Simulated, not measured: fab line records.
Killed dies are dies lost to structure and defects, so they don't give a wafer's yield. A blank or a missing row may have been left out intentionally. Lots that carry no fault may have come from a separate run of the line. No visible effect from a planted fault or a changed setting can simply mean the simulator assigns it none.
One fault through the eyes of 2 desks -- flow gf180mcu -- each desk has only its own numbers; what lay behind them comes last

## METROLOGY DESK
What the gauges read for every lot (on any tool): the sampled wafers with a number, averaged. Marked OUT: a lot whose mean sits more than 4 standard deviations from the usual mean, which makes it out of limits; the brackets give that distance.
Columns: A = cd_nm at GF_CONTACT_CD_MEAS_14, usual 219.9 nm
lot,first seen here,A
L969,day 16 01:13,220.4
L970,day 16 08:02,219.1
L971,day 16 22:25,219.6
L972,day 17 03:37,222.8
L973,day 17 13:33,219.8
L974,day 18 00:20,220.5
L975,day 18 02:26,220.0
L977,day 19 00:08,219.6
L980,day 20 08:20,218.7
L989,day 23 09:46,228.5 (+6.6) OUT
L990,day 23 13:09,228.2 (+6.4) OUT
L991,day 23 20:29,218.8
L992,day 24 13:31,219.6
This desk finds L989, L990 out of limits, L989 being first, at day 23 09:46 (cd_nm at GF_CONTACT_CD_MEAS_14). Within limits: L969, L970, L971, L972, L973, L974, L975, L977, L980, L991, L992.

## THE TOOL OWNER'S DESK: krf_scanner-01
The tool's own readings at GF_CONTACT_EXPOSE_11 (exposes mask Contact, target cd 220 nm): means of the sampled wafers that have a number, for each lot that ran on this tool. Marked OUT: a lot whose mean sits more than 4 standard deviations from the usual mean, which makes it out of limits; the brackets give that distance.
Columns: A = exposure_dose_mJ_cm2 at GF_CONTACT_EXPOSE_11, usual 37.99; B = stage_vel_mm_s at GF_CONTACT_EXPOSE_11, usual 500.03 mm/s
lot,first seen here,A,B
L970,day 15 21:22,38.01,500.16
L974,day 17 12:43,38.02,500.04
L975,day 17 14:39,37.98,499.81
L989,day 22 22:31,40.06 (+53) OUT,500.35
L990,day 23 01:57,40.13 (+55) OUT,500.10
This desk finds L989, L990 out of limits, L989 being first, at day 22 22:31 (exposure_dose_mJ_cm2 at GF_CONTACT_EXPOSE_11). Within limits: L970, L974, L975.

## BROUGHT TOGETHER
An alarm could have come from the tool owner's desk at day 22 22:31, on L989, L990.
L989, L990 would have let the metrology desk raise an alarm at day 23 09:46.
The lots listed all ran GF_CONTACT_EXPOSE_11 on krf_scanner-01.

## WHAT THE SIMULATOR HAD INSERTED
Drift in process parameters on krf_scanner-01 at GF_CONTACT_EXPOSE_11, starting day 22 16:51. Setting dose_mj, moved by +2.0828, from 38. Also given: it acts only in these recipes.
Struck lots among those shown: L989, L990.
Time in hours from fault onset to the first out-of-limits reading at each desk: tool owner's desk 6, metrology desk 17.
